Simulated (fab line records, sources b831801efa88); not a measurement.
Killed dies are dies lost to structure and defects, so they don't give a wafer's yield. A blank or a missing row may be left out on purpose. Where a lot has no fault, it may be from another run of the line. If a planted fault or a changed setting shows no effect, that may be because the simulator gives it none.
The same fault as seen by 2 desks	flow sky130	every desk sees just its own numbers, and what lay behind them comes last

== TOOL OWNER'S DESK, cvd-w-02 ==
The tool's own readings at SKY_CONTACT_CVD_24 (deposits W, target thk 340 nm, time 102.12 s): means of the sampled wafers that have a number, for each lot that ran on this tool. If a lot's mean is further than 4 standard deviations from the usual mean, the lot is out of limits and carries the mark OUT (the distance appears in the brackets).
Columns: A = heater-power-w at SKY_CONTACT_CVD_24, usual 952 W
lot	first seen here	A
L690	day 31 13:06	906
L691	day 31 21:24	901
L695	day 33 03:01	895
L693	day 33 04:50	902
L697	day 34 02:53	892
L698	day 34 05:13	886
L700	day 34 20:05	883
L712	day 38 05:34	886
This desk's verdict: no lot among the 8 shows anything out of limits.

== AT THE METROLOGY DESK ==
Lot by lot, what the gauges showed, no matter which tool ran the lot: averages of those sampled wafers that carry a number. If a lot's mean is further than 4 standard deviations from the usual mean, the lot is out of limits and carries the mark OUT (the distance appears in the brackets).
Columns: A = LOCAL_INTERCONNECT_OVL at SKY_LOCAL_INTERCONNECT_OVL_MEAS_12, usual 0 nm; B = CONTACT_W_RS at SKY_CONTACT_RS_MEAS_25, usual 0.339 ohm/sq; C = CONTACT_W_THK at SKY_CONTACT_THK_MEAS_26, usual 345 nm
lot	first seen here	A	B	C
L690	day 30 06:58	-3	0.341	340
L691	day 30 15:16	3	0.343	341
L692	day 31 05:10	4	0.340	341
L695	day 31 21:31	-11	0.337	350
L693	day 31 23:31	-5	0.341	345
L697	day 32 21:43	0	0.338	346
L698	day 33 00:16	5	0.334	353
L700	day 33 15:49	8	0.310 (-8.8) OUT	383 (+10) OUT
L711	day 36 16:47	0	0.345	342
L712	day 37 00:52	2	0.343	345
L713	day 37 08:32	-4	0.343	344
This desk reports L700 out of limits; the earliest was L700 at day 34 20:11 (CONTACT_W_RS at SKY_CONTACT_RS_MEAS_25). In limits: L690, L691, L692, L695, L693, L697, L698, L711, L712, L713.

== ALL TOGETHER ==
At day 34 20:11 the metrology desk could have sounded an alarm, on L700.
Nothing out of limits was seen by the tool owner's desk.
The tool owner's desk has L700 on record, within its limits.
The lots listed all ran SKY_CONTACT_CVD_24 on cvd-w-02.

== WHAT THE SIMULATOR HAD INSERTED ==
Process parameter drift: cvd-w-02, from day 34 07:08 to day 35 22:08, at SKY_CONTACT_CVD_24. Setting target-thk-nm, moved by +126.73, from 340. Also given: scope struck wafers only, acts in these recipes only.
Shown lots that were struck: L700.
Per desk, hours elapsed from the start of the fault to the first reading out of limits: for the metrology desk, 13.
